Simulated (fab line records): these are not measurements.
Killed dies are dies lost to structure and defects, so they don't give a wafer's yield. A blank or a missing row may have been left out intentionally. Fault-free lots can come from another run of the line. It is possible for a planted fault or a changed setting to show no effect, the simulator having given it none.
fab line records	flow gf180mcu	part 1 of 2: steps 1 to 32 of 41
[record] lots = 5	wafers = 15	last_day = 34
route steps=602 shown HV_LDD@190
lots with no fault: from the same line, run without faults
start_h: start of the lot's first displayed wafer, in hours after the record's first day	wait_h: time in hours since the lot's previous step	" repeats the value in the row above	L1.1+2: several wafers, shown together as one row	- no value, or no start was given	* or withheld: withheld	< > ~ a bound
route shown NAME@n: a module of which the file shows steps, and the number in the route of the first	usual: average and standard deviation across the fault-free wafers	same: alike in all rows	chamber/n: place in a boat	sites: per-site readings	_std_site: their standard deviation	_edge_site: inner sites' mean taken away from outer sites' mean	radius_mm: how far each site lies from the wafer's centre	mask NAME#n: copy n	behind: the last tool/chamber to shape the wafer	hold: cause of the lot's hold/its duration in hours/its outcome	device: which transistor (n, p or np) failed to switch	end of line: the tests these same wafers got at the end of their route	a step with no rows: only its recipe	killed: dies that structure and defects cost at the first sort, which is not the same as the wafer's yield	map: dies across one wafer; x = killed, . = not, _ = none there
set.NAME: the setting that was run; set.NAME@STEP: the one run at that earlier step	model.NAME: the simulator's own value behind a step, which no gauge read
certain route steps with their lots: each step a table, each wafer a row
services: from which hour (start_h, from the record's first day; less than 0 if before it) a tool's chamber was out of use, for how many hours, and why
[[steps]]
[step GF_HV_LDD_COAT_14]
[recipe] resist = NOVOLAK	spin_rpm = 3000	resist_thk_nm = 1000
lot.wafer	tool	chamber	start_h	wait_h
L078.1+4+6	litho_track-01	0	254.60	0.1
L080.1+3+4	litho_track-02	0	268.75	0.1
L085.2+5+6	litho_track-02	0	308.43	0.1
L089.1+2+5	litho_track-04	0	339.76	0.1
L097.4+5+6	litho_track-01	0	396.23	0.1
[step GF_HV_LDD_SOFTBAKE_15]
[recipe] temp_c = 90	time_s = 60	resist = NOVOLAK
lot.wafer	tool	chamber	start_h	wait_h
L078.1+4+6	litho_track-01	0	254.75	0.1
L080.1+3+4	litho_track-02	0	268.90	0.1
L085.2+5+6	litho_track-02	0	308.58	0.1
L089.1+2+5	litho_track-04	0	339.91	0.1
L097.4+5+6	litho_track-01	0	396.38	0.1
[step GF_HV_LDD_EXPOSE_16]
[recipe] mask_id = Pplus_LV_AREA	target_cd_nm = 400	na = 0.6	source_shape = conventional	sigma_outer = 0.6	dose_mj = 140
lot.wafer	tool	chamber	start_h	wait_h	mask
L078.1+4+6	iline_stepper-02	0	-	-	Pplus_LV_AREA#0
L080.1+3+4	iline_stepper-02	0	-	-	Pplus_LV_AREA#0
L085.2+5+6	iline_stepper-02	0	-	-	Pplus_LV_AREA#0
L089.1+2+5	iline_stepper-02	0	-	-	Pplus_LV_AREA#0
L097.4+5+6	iline_stepper-02	0	-	-	Pplus_LV_AREA#0
[step GF_HV_LDD_PEB_17]
[recipe] temp_c = withheld	time_s = *	resist = NOVOLAK
lot.wafer	tool	chamber	start_h	wait_h
L078.1+4+6	litho_track-02	0	-	-
L080.1+3+4	litho_track-01	0	-	-
L085.2+5+6	litho_track-01	0	-	-
L089.1+2+5	litho_track-04	0	-	-
L097.4+5+6	litho_track-04	0	-	-
[step GF_HV_LDD_DEVELOP_18]
[recipe] develop_time_s = 60	dev_temp_c = 23
[usual] developer_temp_C = 23.01/0.12
lot.wafer	tool	chamber	start_h	wait_h	developer_temp_C
L078.1	litho_track-02	0	263.75	0.1	22.88
L078.4	"	0	"	"	22.76
L078.6	"	0	"	"	22.77
L080.1	litho_track-01	0	278.40	0.1	23.13
L080.3	"	0	"	"	23.07
L080.4	"	0	"	"	23.06
L085.2	litho_track-01	0	318.83	0.1	23.14
L085.5	"	0	"	"	23.08
L085.6	"	0	"	"	23.06
L089.1	litho_track-04	0	350.41	0.1	23.13
L089.2	"	0	"	"	23.05
L089.5	"	0	"	"	23.11
L097.4	litho_track-04	0	407.78	0.1	23.08
L097.5	"	0	"	"	23.09
L097.6	"	0	"	"	23.15
[step GF_HV_LDD_CD_MEAS_19]
[recipe] target_cd_nm = 400
[usual] cd_nm = 400.3/2
lot.wafer	tool	chamber	start_h	wait_h	cd_nm
L078.1	cd_sem-01	-	263.90	0.1	401.4
L078.4	"	-	"	"	403.4
L078.6	"	-	"	"	399.0
L080.1	cd_sem-02	-	278.55	0.1	403.0
L080.3	"	-	"	"	403.7
L080.4	"	-	"	"	402.8
L085.2	cd_sem-02	-	318.97	0.1	402.8
L085.5	"	-	"	"	403.7
L085.6	"	-	"	"	402.3
L089.1	cd_sem-02	-	350.56	0.1	402.6
L089.2	"	-	"	"	402.0
L089.5	"	-	"	"	402.8
L097.4	cd_sem-02	-	407.92	0.1	401.1
L097.5	"	-	"	"	399.2
L097.6	"	-	"	"	399.4
[step GF_HV_LDD_OVL_MEAS_20]
[usual] HV_LDD_01_OVL = 0.5/1.3
lot.wafer	tool	chamber	start_h	wait_h	HV_LDD_01_OVL[nm]
L078.1	overlay-02	-	264.02	0.1	1.7
L078.4	"	-	"	"	-1.5
L078.6	"	-	"	"	0.9
L080.1	overlay-01	-	278.67	0.1	0.4
L080.3	"	-	"	"	1.5
L080.4	"	-	"	"	1.5
L085.2	overlay-01	-	319.08	0.1	0.0
L085.5	"	-	"	"	0.6
L085.6	"	-	"	"	-0.1
L089.1	overlay-02	-	350.68	0.1	-0.4
L089.2	"	-	"	"	-1.5
L089.5	"	-	"	"	1.9
L097.4	overlay-01	-	407.99	0.1	2.6
L097.5	"	-	"	"	2.9
L097.6	"	-	"	"	-0.7
[step GF_HV_LDD_IMPLANT_21]
[recipe] species = BF2	energy_kev = 25	dose_cm2 = 5e+13	tilt_deg = 7
[usual] dose_ions_cm2 = 5e+13/5.7e+10
lot.wafer	tool	chamber	start_h	wait_h	dose_ions_cm2
L078.1	implanter-02	0	264.06	0.0	5.004e+13
L078.4	"	0	"	"	5.012e+13
L078.6	"	0	"	"	5.012e+13
L080.1	implanter-02	0	278.71	0.0	5e+13
L080.3	"	0	"	"	5.005e+13
L080.4	"	0	"	"	5.003e+13
L085.2	implanter-03	0	319.13	0.0	4.996e+13
L085.5	"	0	"	"	5.006e+13
L085.6	"	0	"	"	4.999e+13
L089.1	implanter-01	0	350.71	0.0	5.001e+13
L089.2	"	0	"	"	4.993e+13
L089.5	"	0	"	"	5.001e+13
L097.4	implanter-02	0	408.09	0.1	5e+13
L097.5	"	0	"	"	4.995e+13
L097.6	"	0	"	"	4.992e+13
[step GF_HV_LDD_STRIP_22]
[recipe] chemistry = O2/N2	power_w = 1400	pressure_mtorr = 1500	platen_temp_c = 250	o2_flow_sccm = 3000	n2_flow_sccm = 300	overash_fraction = 0.5
[usual] drypump_motor_current_A = 5.46/0.27	heater_power_w = 354/46	oes_product_au = 0.715/0.0042	strip_time_to_endpoint_s = 12.63/0.036
lot.wafer	tool	chamber	start_h	wait_h	drypump_motor_current_A	heater_power_w	oes_product_au	rf_hours_counter_h	strip_time_to_endpoint_s
L078.1	plasma_asher-03	0	264.21	0.1	5.46	420	0.720	64	12.62
L078.4	"	1	"	"	5.64	288	0.712	-	12.60
L078.6	"	1	"	"	5.64	290	0.715	-	12.61
L080.1	plasma_asher-01	1	278.86	0.1	5.15	363	0.717	16	12.65
L080.3	"	0	"	"	5.37	336	0.715	-	12.66
L080.4	"	1	"	"	5.17	363	0.715	-	12.69
L085.2	plasma_asher-02	0	319.26	0.1	6.16	363	0.717	68	12.56
L085.5	"	1	"	"	5.23	343	0.715	-	12.60
L085.6	"	0	"	"	6.17	363	0.705	-	12.54
L089.1	plasma_asher-01	0	350.86	0.1	5.37	337	0.717	23	12.65
L089.2	"	1	"	"	5.20	360	0.712	23	12.64
L089.5	"	1	"	"	5.17	366	0.708	-	12.63
L097.4	plasma_asher-03	0	408.20	0.1	5.45	428	0.715	-	12.66
L097.5	"	0	"	"	5.47	423	0.717	-	12.67
L097.6	"	1	"	"	5.60	284	0.709	-	12.66
[step GF_HV_LDD_TW_MEAS_23]
[usual] HV_LDD_2_TW = 1056/7.1
lot.wafer	tool	chamber	start_h	wait_h	HV_LDD_2_TW
L078.1	film_metro-03	-	264.31	0.1	1057
L078.4	"	-	"	"	1051
L078.6	"	-	"	"	1050
L080.1	film_metro-02	-	278.96	0.1	1069
L080.3	"	-	"	"	1063
L080.4	"	-	"	"	1064
L085.2	film_metro-03	-	319.37	0.1	1053
L085.5	"	-	"	"	1047
L085.6	"	-	"	"	1048
L089.1	film_metro-03	-	350.96	0.1	1057
L089.2	"	-	"	"	1058
L089.5	"	-	"	"	1064
L097.4	film_metro-03	-	408.29	0.1	1057
L097.5	"	-	"	"	1052
L097.6	"	-	"	"	1058
[step GF_HV_LDD_DEHYDRATE_24]
[recipe] temp_c = 200	time_s = 60
lot.wafer	tool	chamber	start_h	wait_h
L078.1+4+6	litho_track-01	0	273.00	8.7
L080.1+3+4	litho_track-01	0	287.95	9.0
L085.2+5+6	litho_track-01	0	328.68	9.3
L089.1+2+5	litho_track-02	0	361.60	10.6
L097.4+5+6	litho_track-02	0	419.08	10.8
[step GF_HV_LDD_HMDS_25]
[recipe] prime_time_s = 60	prime_temp_c = 120
lot.wafer	tool	chamber	start_h	wait_h
L078.1+4+6	litho_track-01	0	273.15	0.1
L080.1+3+4	litho_track-01	0	288.10	0.1
L085.2+5+6	litho_track-01	0	328.83	0.1
L089.1+2+5	litho_track-02	0	361.75	0.1
L097.4+5+6	litho_track-02	0	419.23	0.1
[step GF_HV_LDD_COAT_26]
[recipe] resist = NOVOLAK	spin_rpm = 3000	resist_thk_nm = 1000
lot.wafer	tool	chamber	start_h	wait_h
L078.1+4+6	litho_track-01	0	273.30	0.1
L080.1+3+4	litho_track-01	0	288.25	0.1
L085.2+5+6	litho_track-01	0	328.98	0.1
L089.1+2+5	litho_track-02	0	361.90	0.1
L097.4+5+6	litho_track-02	0	419.38	0.1
[step GF_HV_LDD_SOFTBAKE_27]
[recipe] temp_c = 90	time_s = 60	resist = NOVOLAK
lot.wafer	tool	chamber	start_h	wait_h
L078.1+4+6	litho_track-01	0	273.45	0.1
L080.1+3+4	litho_track-01	0	288.40	0.1
L085.2+5+6	litho_track-01	0	329.13	0.1
L089.1+2+5	litho_track-02	0	362.05	0.1
L097.4+5+6	litho_track-02	0	419.53	0.1
[step GF_HV_LDD_EXPOSE_28]
[recipe] mask_id = Nplus_HV_AREA	target_cd_nm = 400	na = 0.6	source_shape = conventional	sigma_outer = 0.6	dose_mj = 140
lot.wafer	tool	chamber	start_h	wait_h	mask
L078.1+4+6	iline_stepper-01	0	-	-	Nplus_HV_AREA#0
L080.1+3+4	iline_stepper-01	0	-	-	Nplus_HV_AREA#0
L085.2+5+6	iline_stepper-01	0	-	-	Nplus_HV_AREA#0
L089.1+2+5	iline_stepper-02	0	-	-	Nplus_HV_AREA#0
L097.4+5+6	iline_stepper-02	0	-	-	Nplus_HV_AREA#0
[step GF_HV_LDD_PEB_29]
[recipe] temp_c = withheld	time_s = *	resist = NOVOLAK
lot.wafer	tool	chamber	start_h	wait_h
L078.1+4+6	litho_track-02	0	-	-
L080.1+3+4	litho_track-02	0	-	-
L085.2+5+6	litho_track-04	0	-	-
L089.1+2+5	litho_track-02	0	-	-
L097.4+5+6	litho_track-01	0	-	-
[step GF_HV_LDD_DEVELOP_30]
[recipe] develop_time_s = 60	dev_temp_c = 23
[usual] developer_temp_C = 22.99/0.089
lot.wafer	tool	chamber	start_h	wait_h	developer_temp_C
L078.1	litho_track-02	0	283.60	0.1	22.84
L078.4	"	0	"	"	22.95
L078.6	"	0	"	"	23.05
L080.1	litho_track-02	0	298.65	0.1	22.91
L080.3	"	0	"	"	23.00
L080.4	"	0	"	"	22.78
L085.2	litho_track-04	0	340.23	0.1	23.06
L085.5	"	0	"	"	23.06
L085.6	"	0	"	"	23.04
L089.1	litho_track-02	0	373.00	0.1	23.02
L089.2	"	0	"	"	22.92
L089.5	"	0	"	"	23.14
L097.4	litho_track-01	0	431.28	0.1	22.97
L097.5	"	0	"	"	22.94
L097.6	"	0	"	"	23.01
[step GF_HV_LDD_CD_MEAS_31]
[recipe] target_cd_nm = 400
[usual] cd_nm = 400.5/2.3
lot.wafer	tool	chamber	start_h	wait_h	cd_nm
L078.1	cd_sem-02	-	283.75	0.1	398.3
L078.4	"	-	"	"	396.8
L078.6	"	-	"	"	396.6
L080.1	cd_sem-01	-	298.80	0.1	401.8
L080.3	"	-	"	"	402.6
L080.4	"	-	"	"	400.7
L085.2	cd_sem-02	-	340.38	0.1	401.3
L085.5	"	-	"	"	402.6
L085.6	"	-	"	"	399.9
L089.1	cd_sem-01	-	373.15	0.1	402.4
L089.2	"	-	"	"	402.6
L089.5	"	-	"	"	403.7
L097.4	cd_sem-02	-	431.41	0.1	400.7
L097.5	"	-	"	"	400.6
L097.6	"	-	"	"	398.4
[step GF_HV_LDD_OVL_MEAS_32]
[usual] HV_LDD_02_OVL = -0.1/1.3
lot.wafer	tool	chamber	start_h	wait_h	HV_LDD_02_OVL[nm]
L078.1	overlay-01	-	283.87	0.1	-2.0
L078.4	"	-	"	"	0.5
L078.6	"	-	"	"	-0.7
L080.1	overlay-01	-	298.92	0.1	-1.0
L080.3	"	-	"	"	0.9
L080.4	"	-	"	"	0.0
L085.2	overlay-02	-	340.48	0.1	-0.2
L085.5	"	-	"	"	-1.6
L085.6	"	-	"	"	-1.5
L089.1	overlay-01	-	373.27	0.1	-0.1
L089.2	"	-	"	"	0.2
L089.5	"	-	"	"	-0.1
L097.4	overlay-01	-	431.49	0.1	2.9
L097.5	"	-	"	"	2.1
L097.6	"	-	"	"	1.1
[step GF_HV_LDD_IMPLANT_33]
[recipe] species = P	energy_kev = 60	dose_cm2 = 7.5e+12	tilt_deg = 30	rotation_deg = 0
[usual] dose_ions_cm2 = 7.501e+12/8.4e+09
lot.wafer	tool	chamber	start_h	wait_h	dose_ions_cm2
L078.1	implanter-02	0	283.91	0.0	7.501e+12
L078.4	"	0	"	"	7.51e+12
L078.6	"	0	"	"	7.513e+12
L080.1	implanter-03	0	298.96	0.0	7.505e+12
L080.3	"	0	"	"	7.513e+12
L080.4	"	0	"	"	7.505e+12
L085.2	implanter-01	0	340.54	0.0	7.507e+12
L085.5	"	0	"	"	7.503e+12
L085.6	"	0	"	"	7.515e+12
L089.1	implanter-01	0	373.31	0.0	7.492e+12
L089.2	"	0	"	"	7.501e+12
L089.5	"	0	"	"	7.503e+12
L097.4	implanter-03	0	431.58	0.1	7.499e+12
L097.5	"	0	"	"	7.498e+12
L097.6	"	0	"	"	7.498e+12
[step GF_HV_LDD_IMPLANT_34]
[recipe] species = P	energy_kev = 60	dose_cm2 = 7.5e+12	tilt_deg = 30	rotation_deg = 90
[usual] dose_ions_cm2 = 7.501e+12/8.4e+09
lot.wafer	tool	chamber	start_h	wait_h	dose_ions_cm2
L078.1	implanter-02	0	284.06	0.1	7.511e+12
L078.4	"	0	"	"	7.509e+12
L078.6	"	0	"	"	7.505e+12
L080.1	implanter-03	0	299.11	0.1	7.517e+12
L080.3	"	0	"	"	7.51e+12
L080.4	"	0	"	"	7.506e+12
L085.2	implanter-01	0	340.69	0.1	7.496e+12
L085.5	"	0	"	"	7.505e+12
L085.6	"	0	"	"	7.518e+12
L089.1	implanter-01	0	373.46	0.1	7.505e+12
L089.2	"	0	"	"	7.5e+12
L089.5	"	0	"	"	7.499e+12
L097.4	implanter-03	0	431.73	0.1	7.511e+12
L097.5	"	0	"	"	7.516e+12
L097.6	"	0	"	"	7.51e+12
[step GF_HV_LDD_IMPLANT_35]
[recipe] species = P	energy_kev = 60	dose_cm2 = 7.5e+12	tilt_deg = 30	rotation_deg = 180
[usual] dose_ions_cm2 = 7.5e+12/8e+09
lot.wafer	tool	chamber	start_h	wait_h	dose_ions_cm2
L078.1	implanter-02	0	284.21	0.1	7.507e+12
L078.4	"	0	"	"	7.508e+12
L078.6	"	0	"	"	7.502e+12
L080.1	implanter-03	0	299.26	0.1	7.509e+12
L080.3	"	0	"	"	7.514e+12
L080.4	"	0	"	"	7.514e+12
L085.2	implanter-01	0	340.84	0.1	7.511e+12
L085.5	"	0	"	"	7.502e+12
L085.6	"	0	"	"	7.506e+12
L089.1	implanter-01	0	373.61	0.1	7.498e+12
L089.2	"	0	"	"	7.503e+12
L089.5	"	0	"	"	7.497e+12
L097.4	implanter-03	0	431.88	0.1	7.499e+12
L097.5	"	0	"	"	7.501e+12
L097.6	"	0	"	"	7.508e+12
[step GF_HV_LDD_IMPLANT_36]
[recipe] species = P	energy_kev = 60	dose_cm2 = 7.5e+12	tilt_deg = 30	rotation_deg = 270
[usual] dose_ions_cm2 = 7.504e+12/8.8e+09
lot.wafer	tool	chamber	start_h	wait_h	dose_ions_cm2
L078.1	implanter-02	0	284.36	0.1	7.498e+12
L078.4	"	0	"	"	7.512e+12
L078.6	"	0	"	"	7.506e+12
L080.1	implanter-03	0	299.41	0.1	7.495e+12
L080.3	"	0	"	"	7.498e+12
L080.4	"	0	"	"	7.509e+12
L085.2	implanter-01	0	340.99	0.1	7.51e+12
L085.5	"	0	"	"	7.508e+12
L085.6	"	0	"	"	7.511e+12
L089.1	implanter-01	0	373.76	0.1	7.509e+12
L089.2	"	0	"	"	7.527e+12
L089.5	"	0	"	"	7.513e+12
L097.4	implanter-03	0	432.03	0.1	7.507e+12
L097.5	"	0	"	"	7.504e+12
L097.6	"	0	"	"	7.509e+12
[step GF_HV_LDD_STRIP_37]
[recipe] chemistry = O2/N2	power_w = 1400	pressure_mtorr = 1500	platen_temp_c = 250	o2_flow_sccm = 3000	n2_flow_sccm = 300	overash_fraction = 0.5252
[usual] drypump_motor_current_A = 5.5/0.32	heater_power_w = 355/44	oes_product_au = 0.708/0.0046	strip_time_to_endpoint_s = 12.63/0.031
lot.wafer	tool	chamber	start_h	wait_h	drypump_motor_current_A	heater_power_w	oes_product_au	rf_hours_counter_h	strip_time_to_endpoint_s
L078.1	plasma_asher-03	1	284.51	0.1	5.6	290	0.705	66	12.64
L078.4	"	1	"	"	5.6	282	0.703	-	12.61
L078.6	"	0	"	"	5.5	434	0.711	-	12.61
L080.1	plasma_asher-02	0	299.56	0.1	6.2	360	0.715	65	12.61
L080.3	"	1	"	"	5.3	363	0.710	-	12.64
L080.4	"	0	"	"	6.2	356	0.700	-	12.64
L085.2	plasma_asher-02	0	341.11	0.1	6.2	364	0.700	70	12.61
L085.5	"	0	"	"	6.2	366	0.710	-	12.64
L085.6	"	1	"	"	5.3	365	0.710	-	12.62
L089.1	plasma_asher-02	1	373.91	0.1	5.3	364	0.710	73	12.62
L089.2	"	0	"	"	6.2	347	0.699	73	12.60
L089.5	"	0	"	"	6.2	361	0.710	-	12.60
L097.4	plasma_asher-02	1	432.14	0.1	5.3	362	0.707	-	12.61
L097.5	"	0	"	"	6.2	366	0.708	-	12.67
L097.6	"	1	"	"	5.3	359	0.707	-	12.63
[step GF_HV_LDD_TW_MEAS_38]
[usual] HV_LDD_3_TW = 1432/9.6
lot.wafer	tool	chamber	start_h	wait_h	HV_LDD_3_TW
L078.1	film_metro-02	-	284.61	0.1	1455
L078.4	"	-	"	"	1454
L078.6	"	-	"	"	1455
L080.1	film_metro-03	-	299.66	0.1	1436
L080.3	"	-	"	"	1422
L080.4	"	-	"	"	1427
L085.2	film_metro-01	-	341.22	0.1	1423
L085.5	"	-	"	"	1429
L085.6	"	-	"	"	1426
L089.1	film_metro-03	-	374.01	0.1	1432
L089.2	"	-	"	"	1435
L089.5	"	-	"	"	1436
L097.4	film_metro-03	-	432.24	0.1	1430
L097.5	"	-	"	"	1423
L097.6	"	-	"	"	1428
[step GF_HV_LDD_DEHYDRATE_39]
[recipe] temp_c = 200	time_s = 60
lot.wafer	tool	chamber	start_h	wait_h
L078.1+4+6	litho_track-01	0	293.65	9.0
L080.1+3+4	litho_track-01	0	309.15	9.5
L085.2+5+6	litho_track-02	0	351.53	10.3
L089.1+2+5	litho_track-04	0	384.71	10.7
L097.4+5+6	litho_track-01	0	443.83	11.6
[step GF_HV_LDD_HMDS_40]
[recipe] prime_time_s = 60	prime_temp_c = 120
lot.wafer	tool	chamber	start_h	wait_h
L078.1+4+6	litho_track-01	0	293.80	0.1
L080.1+3+4	litho_track-01	0	309.30	0.1
L085.2+5+6	litho_track-02	0	351.68	0.1
L089.1+2+5	litho_track-04	0	384.86	0.1
L097.4+5+6	litho_track-01	0	443.98	0.1
[step GF_HV_LDD_COAT_41]
[recipe] resist = NOVOLAK	spin_rpm = 3000	resist_thk_nm = 1000
lot.wafer	tool	chamber	start_h	wait_h
L078.1+4+6	litho_track-01	0	293.95	0.1
L080.1+3+4	litho_track-01	0	309.45	0.1
L085.2+5+6	litho_track-02	0	351.83	0.1
L089.1+2+5	litho_track-04	0	385.01	0.1
L097.4+5+6	litho_track-01	0	444.13	0.1
[step GF_HV_LDD_SOFTBAKE_42]
[recipe] temp_c = 90	time_s = 60	resist = NOVOLAK
lot.wafer	tool	chamber	start_h	wait_h
L078.1+4+6	litho_track-01	0	294.10	0.1
L080.1+3+4	litho_track-01	0	309.60	0.1
L085.2+5+6	litho_track-02	0	351.98	0.1
L089.1+2+5	litho_track-04	0	385.16	0.1
L097.4+5+6	litho_track-01	0	444.28	0.1
[step GF_HV_LDD_EXPOSE_43]
[recipe] mask_id = Pplus_HV_AREA	target_cd_nm = 400	na = 0.6	source_shape = conventional	sigma_outer = 0.6	dose_mj = 140
lot.wafer	tool	chamber	start_h	wait_h	mask
L078.1+4+6	iline_stepper-01	0	-	-	Pplus_HV_AREA#0
L080.1+3+4	iline_stepper-02	0	-	-	Pplus_HV_AREA#0
L085.2+5+6	iline_stepper-01	0	-	-	Pplus_HV_AREA#0
L089.1+2+5	iline_stepper-02	0	-	-	Pplus_HV_AREA#0
L097.4+5+6	iline_stepper-01	0	-	-	Pplus_HV_AREA#0
[step GF_HV_LDD_PEB_44]
[recipe] temp_c = withheld	time_s = *	resist = NOVOLAK
lot.wafer	tool	chamber	start_h	wait_h
L078.1+4+6	litho_track-01	0	-	-
L080.1+3+4	litho_track-01	0	-	-
L085.2+5+6	litho_track-02	0	-	-
L089.1+2+5	litho_track-01	0	-	-
L097.4+5+6	litho_track-02	0	-	-
[step GF_HV_LDD_DEVELOP_45]
[recipe] develop_time_s = 60.81	dev_temp_c = 23
[usual] developer_temp_C = 23.00/0.1
lot.wafer	tool	chamber	start_h	wait_h	developer_temp_C
L078.1	litho_track-01	0	304.15	0.1	23.07
L078.4	"	0	"	"	23.03
L078.6	"	0	"	"	22.93
L080.1	litho_track-01	0	319.70	0.1	22.87
L080.3	"	0	"	"	23.01
L080.4	"	0	"	"	23.04
L085.2	litho_track-02	0	363.08	0.1	23.05
L085.5	"	0	"	"	22.85
L085.6	"	0	"	"	23.18
L089.1	litho_track-01	0	396.60	0.1	23.01
L089.2	"	0	"	"	22.87
L089.5	"	0	"	"	22.93
L097.4	litho_track-02	0	456.48	0.1	23.06
L097.5	"	0	"	"	23.25
L097.6	"	0	"	"	23.13
